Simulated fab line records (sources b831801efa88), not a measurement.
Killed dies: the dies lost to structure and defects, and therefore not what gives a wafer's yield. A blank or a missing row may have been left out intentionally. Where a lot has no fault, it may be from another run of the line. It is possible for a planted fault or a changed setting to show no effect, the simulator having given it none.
Problem report in the 8D (eight disciplines) form, filled by code :: flow sky130 :: the parts of the form that need people (team, actions taken, sign-off) are left out

1. WHAT WENT WRONG
Wafers without a fault read 116.47 s, standard deviation 0.29; run-length-s at SKY_METAL3_ETCH_16 reads a mean of 104.44 s on 2 wafers belonging to 2 lots. That is -41 standard deviations from the usual mean.
The step: etches BARC in N2/H2, stops on SiO2, time 88.2 s, target depth 60 nm.
Seen first at day 41 22:01 on rie-metal-02, wafer L938.6. Wafers with a number at this step in the record: 18, from 6 lots. Rule for "out", or "out of limits": more than 4 standard deviations from the usual mean. The other wafers with a number count as sound.

2. WHAT IT IS, AND WHAT IT ISN'T
question: which readings at this step
is: run-length-s, oes-product-au
is not: chamber-pressure-mTorr, drypump-motor-current-A, throttle-valve-pct

question: which lots
is: L938, L942
is not: L927, L929, L939, L948

question: which wafers of those lots
is: L938.6, L942.1
is not: L938.2, L938.5, L942.2, L942.6

question: read on which tools
is: rie-metal-02
is not: rie-metal-01, rie-metal-03

question: when
is: from day 41 22:01
is not: up to then (8 sound wafers); but 8 sound wafers of L939, L942, L948 came after

3. THE SUSPECTS, EACH WITH WHAT RULES IT OUT
Counting: any tool at a process step up to the reading remains a suspect provided it ran every lot that is out. Sound lots after the first of them don't rule it out here, since some wafers of a struck lot are sound.
- rie-metal-02 at SKY_METAL3_DESCUM_15 (chemistry O2, time 8 s): kept. Ran every lot that is out, first one L938 (day 41 21:59); last sound lot up to then L929 (day 39 13:23).
- rie-metal-02 at SKY_METAL3_ETCH_16 (etches BARC in N2/H2, stops on SiO2, time 88.2 s, target depth 60 nm): kept. Ran every lot that is out, first one L938 (day 41 22:01); last sound lot up to then L929 (day 39 13:25). Its own oes-product-au, run-length-s readings are out on those wafers.
- Within rie-metal-02 at SKY_METAL3_DESCUM_15: the wafers that are out ran in chamber 0; their sound lot-mates ran in chamber 1.
- Within rie-metal-02 at SKY_METAL3_ETCH_16: the wafers that are out ran in chamber 0; their sound lot-mates ran in chamber 1.
After counting, rie-metal-02 at SKY_METAL3_DESCUM_15 and rie-metal-02 at SKY_METAL3_ETCH_16 remain.

4. THE CAUSE (what the simulator had put in)
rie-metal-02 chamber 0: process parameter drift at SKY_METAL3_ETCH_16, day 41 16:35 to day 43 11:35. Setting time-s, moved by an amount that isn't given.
Counting leaves 2 suspects; this tool is one of them.

5. THE CHAIN OF EFFECTS, in route order
Rows list readings where the struck wafers' mean (over those with a number) sits beyond 3 standard deviations from the usual. Scope: only readings with a usual standard deviation given in the record; hours: median across lots of the time from each lot's start at the first step in this table that gives one to its start at this step; sigmas: change in usual standard deviations.
hours: 0
step: SKY_METAL3_ETCH_16
reading: oes-product-au
usual: 0.626 a.u.
on struck wafers: 0.702
change: +0.076
sigmas: +18

hours: 0
step: SKY_METAL3_ETCH_16
reading: run-length-s
usual: 116.47 s
on struck wafers: 104.44
change: -12.03
sigmas: -41
It contains these process steps:
- SKY_METAL3_ETCH_16: etches BARC in N2/H2, stops on SiO2, time 88.2 s, target depth 60 nm.

6. HOW IT WOULD HAVE BEEN CAUGHT EARLIER
In this record no reading fell out of limits until day 41 22:01, 5 hours after the fault had begun at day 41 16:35.
